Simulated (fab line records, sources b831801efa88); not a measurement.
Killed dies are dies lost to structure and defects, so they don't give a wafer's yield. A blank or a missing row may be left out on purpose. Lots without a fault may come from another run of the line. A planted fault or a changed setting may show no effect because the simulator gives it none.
fab line records | flow sky130
record lots=6 wafers=18 last_day=50
route steps=708 shown METAL2@495 VIA2@507 PAD_OPEN@708
lots that met no fault: from a run of the same line without faults
start_h: hours from the record's first day to the start of the lot's first wafer shown | wait_h: hours since the lot's step before | " the same as in the row above | L1.1+2: a row that stands for several wafers | - no value, or no start given | * or withheld: withheld | < > ~ a bound
route shown NAME@n: a module of which the file shows steps, and the number in the route of the first | usual: mean/standard deviation of fault-free wafers | same: alike in all rows | chamber/n: place in a boat | sites: the reading at each site | _std_site: their standard deviation | _edge_site: outer sites' mean less inner sites' | radius_mm: how far each site lies from the wafer's centre | mask NAME#n: copy n | behind: the tool/chamber that last shaped the wafer | hold: why the lot was held/for how many hours/how that ended | device: the transistor (n, p or np) that didn't switch | end of line: the same wafers' tests at the end of the route | a step without rows: its recipe alone | killed: dies lost to structure and defects at the first sort, not the wafer's yield | map: a wafer's dies, x killed, . not, _ none there
set.NAME: the setting as run; set.NAME@STEP: as run at that earlier step | model.NAME: the simulator's own value behind a step, which no gauge read
lots at some steps of the route; a table a step, a row a wafer
services: from which hour (start_h, from the record's first day; less than 0 if before it) a tool's chamber was out of use, for how many hours, and why
## steps
# step SKY_METAL2_EXPOSE_12
# recipe mask_id=MM2 na=0.8 source_shape=annular sigma_inner=0.55 sigma_outer=0.85 target_cd_nm=140 dose_mj=28
# step SKY_METAL2_PEB_13
# recipe peb_temp_c=withheld peb_time_s=withheld resist=KrF-thick
# step SKY_METAL2_DEVELOP_14
# recipe develop_time_s=60 resist=KrF-thick dev_temp_c=21
# step SKY_METAL2_CD_MEAS_15
# recipe target_cd_nm=140
# usual cd_nm=140.1/1.6
# columns lot.wafer tool chamber start_h wait_h cd_nm
L457.1 cd_sem-02 - 847.35 - 142.4
L457.2 " - " " 140.2
L457.5 " - " " 140.4
L459.1 cd_sem-02 - 851.38 - 139.7
L459.4 " - " " 140.4
L459.6 " - " " 138.4
L463.1 cd_sem-02 - 890.08 - 141.1
L463.4 " - " " 142.5
L463.5 " - " " 142.5
L462.3 cd_sem-02 - 894.90 - 139.9
L462.4 " - " " 138.1
L462.6 " - " " 139.1
L469.3 cd_sem-01 - 941.95 - 140.5
L469.4 " - " " 141.2
L469.5 " - " " 141.1
L477.2 cd_sem-02 - 976.85 - 140.0
L477.4 " - " " 140.0
L477.6 " - " " 141.0
# step SKY_METAL2_OVL_MEAS_16
# usual METAL2_OVL=-1/5
# columns lot.wafer tool chamber start_h wait_h METAL2_OVL[nm]
L457.1 overlay-02 - 847.47 0.1 1
L457.2 " - " " 1
L457.5 " - " " -4
L459.1 overlay-01 - 851.50 0.1 -4
L459.4 " - " " 0
L459.6 " - " " -6
L463.1 overlay-01 - 890.20 0.1 2
L463.4 " - " " 1
L463.5 " - " " -1
L462.3 overlay-01 - 895.00 0.1 -1
L462.4 " - " " 3
L462.6 " - " " -5
L469.3 overlay-02 - 942.05 0.1 -1
L469.4 " - " " 0
L469.5 " - " " 2
L477.2 overlay-01 - 976.96 0.1 6
L477.4 " - " " 1
L477.6 " - " " 5
# step SKY_METAL2_DESCUM_17
# recipe chemistry=O2 source_power_w=150 bias_power_w=0 pressure_mtorr=10 temp_c=40 time_s=8
# usual drypump_motor_current_A=6.1/0.47 oes_product_au=0.999/0.0098
# columns lot.wafer tool chamber start_h wait_h drypump_motor_current_A oes_product_au rf_hours_counter_h
L457.1 rie_metal-03 0 847.51 0.0 6.5 1.000 12
L457.2 " 1 " " 5.7 1.007 14
L457.5 " 1 " " 5.7 1.004 -
L459.1 rie_metal-04 1 851.54 0.0 6.5 0.995 17
L459.4 " 1 " " 6.5 1.015 -
L459.6 " 1 " " 6.5 0.997 -
L463.1 rie_metal-03 0 890.24 0.0 6.5 0.996 14
L463.4 " 0 " " 6.6 0.992 -
L463.5 " 0 " " 6.5 1.002 -
L462.3 rie_metal-01 1 895.03 0.0 5.2 0.997 -
L462.4 " 0 " " 5.9 0.989 -
L462.6 " 0 " " 5.9 0.988 -
L469.3 rie_metal-01 0 942.08 0.0 5.9 0.988 -
L469.4 " 1 " " 5.2 0.998 -
L469.5 " 0 " " 5.9 0.983 -
L477.2 rie_metal-03 0 976.99 0.0 6.6 1.007 18
L477.4 " 1 " " 5.7 1.010 -
L477.6 " 1 " " 5.7 1.012 -
# step SKY_METAL2_ETCH_18
# recipe chemistry=N2/H2 target=BARC ion_energy_ev=200 bias_w=100 pressure_mtorr=30 n2_flow_sccm=100 h2_flow_sccm=200 icp_w=500 stop_on=SiO2 time_s=45.9 target_depth_a=600
# usual drypump_motor_current_A=6.1/0.47 oes_product_au=0.855/0.0045 throttle_valve_pct=13.225/0.0094
# columns lot.wafer tool chamber start_h wait_h drypump_motor_current_A oes_product_au rf_hours_counter_h throttle_valve_pct
L457.1 rie_metal-03 0 847.54 0.0 6.5 0.854 12 13.218
L457.2 " 1 " " 5.7 0.855 14 13.230
L457.5 " 1 " " 5.7 0.860 - 13.237
L459.1 rie_metal-04 1 851.57 0.0 6.5 0.847 17 13.239
L459.4 " 1 " " 6.6 0.851 - 13.228
L459.6 " 1 " " 6.6 0.855 - 13.232
L463.1 rie_metal-03 0 890.30 0.1 6.5 0.852 14 13.225
L463.4 " 0 " " 6.5 0.853 - 13.214
L463.5 " 0 " " 6.5 0.851 - 13.220
L462.3 rie_metal-01 1 895.07 0.0 5.2 0.847 - 13.224
L462.4 " 0 " " 5.9 0.852 - 13.220
L462.6 " 0 " " 5.9 0.854 - 13.235
L469.3 rie_metal-01 0 942.12 0.0 5.9 0.862 - 13.228
L469.4 " 1 " " 5.2 0.854 - 13.228
L469.5 " 0 " " 5.8 0.861 - 13.237
L477.2 rie_metal-03 0 977.02 0.0 6.5 0.847 18 13.211
L477.4 " 1 " " 5.7 0.853 - 13.211
L477.6 " 1 " " 5.7 0.851 - 13.211
# step SKY_METAL2_METAL_ETCH_19
# recipe target_depth_a=3600 stop_on=SiO2 over_etch_frac=0.3 time_s=78 chemistry=Cl2/BCl3 resist_sidewall_deg=88 pressure_mtorr=10 icp_w=900 bias_w=50.12 Cl2_flow_sccm=60 bcl3_flow_sccm=30
# usual bcl3_flow_sccm=29.99/0.095 drypump_motor_current_A=6.1/0.47 oes_product_au=0.854/0.0052 throttle_valve_pct=22.265/0.0097
# columns lot.wafer tool chamber start_h wait_h bcl3_flow_sccm drypump_motor_current_A oes_product_au rf_hours_counter_h throttle_valve_pct
L457.1 rie_metal-03 0 847.60 0.0 29.97 6.5 0.853 12 22.256
L457.2 " 1 " " 29.88 5.7 0.846 14 22.259
L457.5 " 1 " " 30.02 5.7 0.856 - 22.249
L459.1 rie_metal-04 1 851.63 0.0 30.08 6.5 0.850 17 22.262
L459.4 " 1 " " 30.05 6.5 0.840 - 22.263
L459.6 " 1 " " 29.96 6.6 0.853 - 22.246
L463.1 rie_metal-03 0 890.43 0.1 29.99 6.5 0.854 14 22.257
L463.4 " 0 " " 30.15 6.5 0.853 - 22.262
L463.5 " 0 " " 30.07 6.6 0.851 - 22.258
L462.3 rie_metal-01 1 895.15 0.1 29.85 5.2 0.849 - 22.263
L462.4 " 0 " " 29.75 5.9 0.856 - 22.276
L462.6 " 0 " " 29.80 5.9 0.856 - 22.257
L469.3 rie_metal-01 0 942.20 0.1 29.97 5.8 0.852 - 22.261
L469.4 " 1 " " 29.96 5.2 0.854 - 22.261
L469.5 " 0 " " 29.97 5.8 0.845 - 22.265
L477.2 rie_metal-03 0 977.08 0.0 30.02 6.5 0.859 18 22.257
L477.4 " 1 " " 30.14 5.7 0.865 - 22.273
L477.6 " 1 " " 29.97 5.7 0.851 - 22.267
# step SKY_METAL2_STRIP_20
# recipe chemistry=O2/N2 power_w=1400 pressure_mtorr=1500 platen_temp_c=withheld o2_flow_sccm=3000 n2_flow_sccm=300 overash_fraction=0.5
# usual drypump_motor_current_A=5.6/0.48 oes_product_au=0.342/0.0045 strip_time_to_endpoint_s=2.67/0.04
# columns lot.wafer tool chamber start_h wait_h drypump_motor_current_A oes_product_au rf_hours_counter_h strip_time_to_endpoint_s
L457.1 plasma_asher-02 0 847.69 0.1 5.1 0.346 40 2.70
L457.2 " 1 " " 5.4 0.337 40 2.66
L457.5 " 0 " " 5.1 0.339 - 2.68
L459.1 plasma_asher-01 1 851.72 0.1 4.9 0.342 11 2.67
L459.4 " 0 " " 5.8 0.343 - 2.66
L459.6 " 1 " " 4.9 0.339 - 2.67
L463.1 plasma_asher-01 1 890.61 0.1 4.9 0.335 15 2.68
L463.4 " 1 " " 4.9 0.333 - 2.67
L463.5 " 1 " " 5.0 0.350 - 2.70
L462.3 plasma_asher-01 1 895.24 0.1 5.0 0.346 - 2.72
L462.4 " 0 " " 5.7 0.344 - 2.74
L462.6 " 1 " " 5.0 0.354 - 2.75
L469.3 plasma_asher-01 0 942.29 0.1 5.7 0.341 - 2.74
L469.4 " 1 " " 4.9 0.350 - 2.69
L469.5 " 0 " " 5.7 0.347 - 2.70
L477.2 plasma_asher-04 1 977.17 0.1 6.2 0.351 115 2.70
L477.4 " 0 " " 6.1 0.344 - 2.61
L477.6 " 0 " " 6.1 0.346 - 2.62
# step SKY_METAL2_STRIP_21
# recipe chemistry=post_etch_residue_remover time_s=1200 temp_c=72.5
# step SKY_METAL2_CLEAN_22
# recipe chemistry=IPA time_s=180 temp_c=25
# step SKY_METAL2_CLEAN_23
# recipe chemistry=O3/DIW dry=n2_spin
# step SKY_VIA2_HDPCVD_00
# recipe material=SiO2 target_thk_nm=1180 sigma_open_frac=0.3 time_s=196.7 temp_c=400 sih4_flow_sccm=60 pressure_mtorr=6
# usual sih4_flow_sccm=60.00/0.18 susceptor_temp_C=399.98/0.19
# columns lot.wafer tool chamber start_h wait_h sih4_flow_sccm susceptor_temp_C model.SiO2_of_VIA2_HDPCVD_00.thk_nm
L457.1 hdpcvd-02 1 848.28 0.0 60.20 400.25 1164
L457.2 " 2 " " 59.93 400.01 1175
L457.5 " 0 " " 59.88 399.96 1161
L459.1 hdpcvd-02 2 852.31 0.0 59.71 399.76 1214
L459.4 " 0 " " 59.96 399.74 1182
L459.6 " 1 " " 60.19 400.20 1183
L463.1 hdpcvd-02 1 891.20 0.0 60.16 400.24 2139
L463.4 " 2 " " 59.96 400.07 2156
L463.5 " 1 " " 59.65 399.97 2148
L462.3 hdpcvd-02 0 895.80 0.0 60.09 400.10 2146
L462.4 " 2 " " 59.96 400.42 2159
L462.6 " 1 " " 60.21 400.12 2136
L469.3 hdpcvd-01 2 942.89 0.0 59.85 399.94 1168
L469.4 " 2 " " 60.21 400.27 1155
L469.5 " 1 " " 60.03 399.71 1165
L477.2 hdpcvd-02 1 977.77 0.0 59.78 399.84 1186
L477.4 " 2 " " 60.17 399.87 1186
L477.6 " 1 " " 60.03 400.01 1187
# step SKY_VIA2_THK_MEAS_01
# recipe reads=SiO2_of_VIA2_HDPCVD_00
# usual VIA2_HDPCVD_THK=1177/13
# columns lot.wafer tool chamber start_h wait_h hold VIA2_HDPCVD_THK[nm]
L457.1 film_metro-02 - 848.41 0.1 - 1164
L457.2 " - " " - 1177
L457.5 " - " " - 1161
L459.1 film_metro-04 - 852.44 0.1 - 1213
L459.4 " - " " - 1183
L459.6 " - " " - 1183
L463.1 film_metro-02 - 891.32 0.1 await_dispo/0.2h/release 2140
L463.4 " - " " await_dispo/0.2h/release 2156
L463.5 " - " " await_dispo/0.2h/release 2149
L463.1 film_metro-02 - 891.55 0.2 - 2140
L463.4 " - " " - 2156
L463.5 " - " " - 2147
L462.3 film_metro-03 - 895.94 0.1 await_dispo/0.2h/release 2143
L462.4 " - " " await_dispo/0.2h/release 2159
L462.6 " - " " await_dispo/0.2h/release 2137
L462.3 film_metro-03 - 896.17 0.2 - 2146
L462.4 " - " " - 2159
L462.6 " - " " - 2136
L469.3 film_metro-04 - 943.04 0.1 - 1168
L469.4 " - " " - 1155
L469.5 " - " " - 1166
L477.2 film_metro-04 - 977.91 0.1 - 1186
L477.4 " - " " - 1186
L477.6 " - " " - 1188
# step SKY_PAD_OPEN_PROBE_99
# usual defect_limited_yield=82.4/2.1 killed_at_M0_to_M3=44/7.4 killed_at_M4_up=3.2/2 killed_at_contacts=24/5.1 killed_at_front_end=15/4.8 killed_at_other=0.2/0.46 killed_dies=86/10 killed_open=47/7.5 killed_short=39/7 sort_bin_3_pad_short=0.9/0.4 sort_bin_5_function=10.4/1.5 sort_bin_6_memory=6.3/1.2 sort_n_pass=406/10 sort_yield_pct=82.4/2.1
# same gross_dies=492 killed_at_back_side=0 sort_bin_4_leakage[%]=0 sort_bin_8_speed[%]=0
# columns lot.wafer tool chamber start_h wait_h defect_limited_yield[%] killed_at_M0_to_M3 killed_at_M4_up killed_at_contacts killed_at_front_end killed_at_other killed_dies killed_open killed_short sort_bin_3_pad_short[%] sort_bin_5_function[%] sort_bin_6_memory[%] sort_n_pass sort_yield_pct[%]
L469.3 prober-01 - 1169.31 0.2 84.1 46 3 16 12 1 78 50 27 0.6 9.6 5.7 414 84.1
L469.4 prober-01 - 1169.36 0.2 78.5 57 5 25 18 1 106 61 45 0 11.8 9.8 386 78.5
L469.5 prober-01 - 1169.41 0.2 83.1 41 4 20 18 0 83 43 40 2.2 8.3 6.3 409 83.1
# killed by level:class
L469.3 VIA1:geometric_particle:open=12 VIA2:geometric_particle:open=9 VIA3:geometric_particle:open=9 CONTACT:geometric_particle:open=7 METAL2:geometric_particle:short=6 LI_CONTACT:geometric_particle:open=4 VIA1:geometric_particle:short=4 FIELD_ISO:geometric_particle:short=3
L469.4 VIA1:geometric_particle:open=16 VIA3:geometric_particle:open=10 LI_CONTACT:geometric_particle:open=9 FIELD_ISO:geometric_particle:short=7 FIELD_ISO:geometric_particle:open=7 CONTACT:geometric_particle:open=7 METAL2:geometric_particle:short=7 VIA1:geometric_particle:short=6
L469.5 VIA1:geometric_particle:open=16 FIELD_ISO:geometric_particle:short=8 CONTACT:geometric_particle:open=8 METAL2:geometric_particle:short=6 FIELD_ISO:geometric_particle:open=5 VIA1:geometric_particle:short=5 METAL4:geometric_particle:short=4 CONTACT:geometric_particle:short=4
## services
# columns tool chamber start_h hours kind
plasma_asher-04 - 829.35 28.1 pm
hdpcvd-02 - 867.18 5.5 pm
rie_metal-04 0 870.25 25.8 repair
rie_metal-03 1 871.88 21.5 repair
hdpcvd-01 2 887.07 5.7 repair
hdpcvd-01 - 891.13 0.3 repair
rie_metal-04 1 896.09 - clean
rie_metal-04 1 896.09 13.6 scheduled_down
plasma_asher-04 - 899.44 2.8 pm
hdpcvd-02 - 900.40 4.3 pm
rie_metal-03 0 904.62 22.3 repair
rie_metal-03 1 914.71 3.7 repair
rie_metal-03 1 926.94 - clean
rie_metal-03 1 926.94 17.3 scheduled_down
rie_metal-03 1 926.94 17.3 vent_cycle
hdpcvd-02 - 950.25 15.0 pm
hdpcvd-02 0 950.25 15.0 vent_cycle
hdpcvd-02 1 950.25 15.0 vent_cycle
hdpcvd-02 2 950.25 15.0 vent_cycle
plasma_asher-02 - 959.04 2.8 pm
plasma_asher-02 - 961.79 28.1 pm
hdpcvd-02 0 965.25 - clean
hdpcvd-02 1 965.25 - clean
hdpcvd-02 2 965.25 - clean
## key
first_sign step=SKY_VIA2_THK_MEAS_01 reading=visit direction=added
effect step=SKY_VIA2_THK_MEAS_01 reading=VIA2_HDPCVD_THK direction=up sigmas=73 usual=1177 struck=2147
model_effect step=SKY_VIA2_HDPCVD_00 value=SiO2_of_VIA2_HDPCVD_00.thk_nm without=1179 struck=2147
met_at SKY_VIA2_HDPCVD_00
struck_wafers L462.3,L462.4,L462.6,L463.1,L463.4,L463.5
scrapped_behind SKY_VIA2_THK_MEAS_01 L462.3,L462.4,L462.6,L463.1,L463.4,L463.5
onset_between 852.31 891.20
fault kind=process_parameter_drift tool=hdpcvd-02 chamber=- onset_h=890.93 steps=SKY_VIA2_HDPCVD_00 channel=target_thk_nm offset=968.16 shape=step end_h=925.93 acts_in=these_recipes_only stated=1180
